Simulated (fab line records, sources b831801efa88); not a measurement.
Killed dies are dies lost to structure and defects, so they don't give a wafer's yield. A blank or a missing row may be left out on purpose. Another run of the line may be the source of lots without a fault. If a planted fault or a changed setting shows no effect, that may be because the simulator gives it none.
A struck lot beside a sound one | flow sfq-line | 14 steps out of a route of 325
Sound: wafers L760.2, L760.4, L760.5. Struck: wafer L758.6; the same lot's L758.4 was not struck, so it is left out; see the end for the cause.
Each step with rows lists, per side, the tool, then ch with its chambers, then its first start. Under that, the readings that differ: sound wafers | struck wafers | difference of the means | sigmas: that difference in standard deviations of wafers without a fault.
alike: same words and numbers on both sides, and readings whose means sit less than 2 such deviations apart. not compared: any withheld reading, any reading some wafer has no value for, any bound like >300 that may hide the same value, and any number with overlapping values for which the record gives no deviation.
A row with sigmas, a row that says differs or no value, or rows on one side alone: a step with any of these is where the two part. Non-overlapping numbers with no deviation appear without sigmas and do not part them. A reading that every wafer of one side lacks parts them only if that side has two wafers or more.

first, 1 step without rows for these wafers: SFQ_TRILAYER_M3_STRIP_SOLV_CLEAN_080 (cleans in NMP, time 600 s).
SFQ_TRILAYER_I3_DEP_PECVD_081: deposits SiO2 from SiH4/N2O, time 111.11 s, target thk 500 nm.
  sound on pecvd-02 ch 0,1, day 52 15:47; struck on pecvd-01 ch 1, day 52 13:26
  alike: heater-power-w, rf-fwd-power-W, throttle-valve-pct
SFQ_TRILAYER_I3_CMP_CMP_082: polishes SiO2.
  sound on cmp-01 ch 0,1,2, day 53 02:56; struck on cmp-01 ch 0, day 53 02:26
  alike: motor-current-A, time-to-endpoint-s
SFQ_I3_BOW_MEAS_922:
  sound: film-metro-04 at day 53 05:57; struck: film-metro-04 at day 53 02:59
  alike: I3_BOW
SFQ_TRILAYER_I3_METRO_MEASURE_083:
  sound: film-metro-04 at day 53 06:15; struck: film-metro-04 at day 53 03:39
  alike: thk-nm
then, 6 steps without rows for these wafers: SFQ_TRILAYER_I3_VIA_LITHO_COAT_090 (resist thk 62 nm); SFQ_TRILAYER_I3_VIA_LITHO_COAT_085 (resist thk 650 nm); SFQ_TRILAYER_I3_VIA_LITHO_SOFTBAKE_089; SFQ_TRILAYER_I3_VIA_LITHO_EXPOSE_086 (exposes mask I3, target cd 500 nm); SFQ_TRILAYER_I3_VIA_LITHO_PEB_088 (peb time 60 s); SFQ_TRILAYER_I3_VIA_LITHO_DEVELOP_087 (time 60 s).
-- the record jumps here: 4 days lie between the struck wafers' starts before and after --
SFQ_I3_OVL_MEAS_923:
  sound: overlay-01 at day 57 16:44; struck: overlay-02 at day 57 10:45
  alike: I3_OVL
SFQ_TRILAYER_I3_VIA_BARC_OPEN_VIA_ETCH_121: etches BARC in O2, target depth 125 nm, time 41.7 s.
  sound on rie-diel-02 ch 1,2,3, day 57 16:46; struck on rie-diel-04 ch 1, day 57 10:46
  reading               | sound             | struck | difference | sigmas
  oes-product-au (a.u.) | 0.680 0.681 0.692 | 0.671  | -0.013     | -3
  run-length-s (s)      | 70.1 70.6 70.3    | 72.5   | +2.2       | +5
  alike: drypump-motor-current-A, rf-fwd-power-W
  not compared: rf-hours-counter-h
SFQ_TRILAYER_I3_VIA_ETCH_VIA_ETCH_088: etches SiO2 in CHF3, stops on Nb, target depth 260 nm.
  sound on rie-diel-02 ch 1,2,3, day 57 16:49; struck on rie-diel-04 ch 1, day 57 10:49
  alike: drypump-motor-current-A, oes-product-au, rf-fwd-power-W

## WHERE THEY PART
Only at SFQ_TRILAYER_I3_VIA_BARC_OPEN_VIA_ETCH_121, as far as this record shows. Later steps at which nothing parts them and some readings are alike: SFQ_TRILAYER_I3_VIA_ETCH_VIA_ETCH_088.

WHY: whatever the simulator had introduced
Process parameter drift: rie-diel-04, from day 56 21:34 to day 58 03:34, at SFQ_TRILAYER_I3_VIA_BARC_OPEN_VIA_ETCH_121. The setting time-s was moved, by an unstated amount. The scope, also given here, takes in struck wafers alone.
